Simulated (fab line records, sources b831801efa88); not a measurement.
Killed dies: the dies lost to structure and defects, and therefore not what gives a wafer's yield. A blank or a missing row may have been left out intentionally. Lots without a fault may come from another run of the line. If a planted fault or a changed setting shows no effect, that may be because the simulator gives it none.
Which tool did it?	flow sky130	12 lots (36 wafers sampled), 1 step of a 708-step route

WHAT EACH GAUGE READ, for each wafer
SKY_VIA3_THK_MEAS_23: measures by xrf.
lot	measured	on	VIA3_W_THK (nm)
L830	day 39 16:26	film-metro-02	383 382 387
L831	day 40 05:32	film-metro-01	385 382 387
L836	day 41 09:32	film-metro-01	388 389 389
L837	day 42 09:36	film-metro-02	382 384 380
L838	day 42 11:20	film-metro-04	385 387 386
L844	day 44 02:52	film-metro-02	387 389 381
L845	day 44 08:08	film-metro-04	389 385 392
L847	day 44 20:42	film-metro-02	378 382 377
L846	day 44 22:15	film-metro-02	381 384 377
L849	day 45 05:55	film-metro-04	390 388 392
L850	day 45 09:29	film-metro-01	386 382 387
L852	day 45 22:19	film-metro-02	381 389 387

WHAT TOOL EACH LOT RAN ON (gives the tool, then ch and the chambers of the sampled wafers, and finally the start)
No process step before these readings appears in the record.

AS READ BY THE TOOLS THEMSELVES (means over the sampled wafers that have a number; for cases with no such wafer, the mark the record gives instead)
The record holds no such reading with a usual standard deviation.

THE ANSWER, worked out from the rows above alone
Rule: usual is defined by the lots themselves. The widest of any qualifying gaps counts: lots, ordered by their means at a reading, are off when they make up no more than a third of the lots, leave a main group of 4 or more, and stand apart from it by 3 or more times the standard deviation of that group's means. Not used: any main group whose means are identical at the precision the tables above print for the reading. A lot without any number at a reading at which 4 lots or more have one is off too. Any other lot the step has rows for is counted as sound. After the gauges, taken in route order, come the tools' own readings; for these a lot's mean is taken, as printed above. The first step at which some lot is off is used, and at that step the reading that is off furthest; a lot without a number counts as furthest.
Nothing can be told from this: no lot is off at any reading shown.

WHAT WAS PUT IN BY THE SIMULATOR
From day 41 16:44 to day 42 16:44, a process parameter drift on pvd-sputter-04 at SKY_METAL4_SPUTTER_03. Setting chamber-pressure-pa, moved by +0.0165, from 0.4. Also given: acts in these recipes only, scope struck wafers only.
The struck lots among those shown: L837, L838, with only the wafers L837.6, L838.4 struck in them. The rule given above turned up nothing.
